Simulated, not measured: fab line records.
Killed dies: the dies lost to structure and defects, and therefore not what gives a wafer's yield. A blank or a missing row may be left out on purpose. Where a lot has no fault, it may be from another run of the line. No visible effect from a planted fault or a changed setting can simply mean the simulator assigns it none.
One fault seen from 2 desks -- flow gf180mcu -- every desk sees just its own numbers, and what lay behind them comes last

## AT THE TOOL OWNER'S DESK: cvd w-02
The tool's own readings at GF_V4_CVD_23 (deposits W, target thk 350 nm, time 104.9 s): means of the sampled wafers that have a number, for each lot that ran on this tool. The brackets show how far a lot's mean lies from the usual mean; more than 4 standard deviations puts the lot out of limits, marked OUT.
Columns: A = heater power outer w at GF_V4_CVD_23, usual 515 W; B = heater power w at GF_V4_CVD_23, usual 813 W
lot,first seen here,A,B
L865,day 26 00:49,531,828
L866,day 26 10:10,535,822
L867,day 26 19:15,534,830
L869,day 27 12:43,533,831
L870,day 27 23:25,531,829
L875,day 29 14:16,454,731
L876,day 29 20:37,450,742
L877,day 30 04:35,449,752
Result from this desk: across the 8 lots, nothing is out of limits.

## FROM THE METROLOGY DESK
Lot by lot, what the gauges showed, no matter which tool ran the lot: averages of those sampled wafers that carry a number. The brackets show how far a lot's mean lies from the usual mean; more than 4 standard deviations puts the lot out of limits, marked OUT.
Columns: A = V4_CVD_02_THK at GF_V4_THK_MEAS_03, usual 851 nm; B = V4_W_RS at GF_V4_RS_MEAS_24, usual 0.329 ohm/sq; C = V4_W_THK at GF_V4_THK_MEAS_25, usual 356 nm
lot,first seen here,A,B,C
L862,day 24 00:28,860,0.334,348
L864,day 24 17:05,846,0.335,346
L865,day 25 01:53,843,0.328,358
L866,day 25 11:37,846,0.331,352
L867,day 25 21:16,843,0.326,357
L869,day 26 14:43,858,0.326,363
L870,day 27 01:53,849,0.327,355
L875,day 28 17:00,844,0.375 (+10) OUT,310 (-7.4) OUT
L876,day 29 00:19,855,0.339,353
L877,day 29 09:16,844,0.368 (+8.8) OUT,314 (-6.6) OUT
L881,day 30 07:37,860,0.334,347
L883,day 30 15:07,851,0.330,361
This desk's result: L875, L877 out of limits, first on L875 (V4_W_RS at GF_V4_RS_MEAS_24), day 29 14:24. Within limits: L862, L864, L865, L866, L867, L869, L870, L876, L881, L883.

## BROUGHT TOGETHER
L875, L877 would have let the metrology desk raise an alarm at day 29 14:24.
Nothing out of limits was seen by the tool owner's desk.
Tool owner's desk: L875, L877 on record, inside its limits.
GF_V4_CVD_23 was run on cvd w-02 by each of the lots named.

## WHAT WAS PUT IN BY THE SIMULATOR
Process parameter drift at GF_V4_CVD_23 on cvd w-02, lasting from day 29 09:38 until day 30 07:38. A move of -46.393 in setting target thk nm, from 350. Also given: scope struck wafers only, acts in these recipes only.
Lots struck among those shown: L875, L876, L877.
Time in hours between the start of the fault and the first out-of-limits reading at each desk: metrology desk, 5.
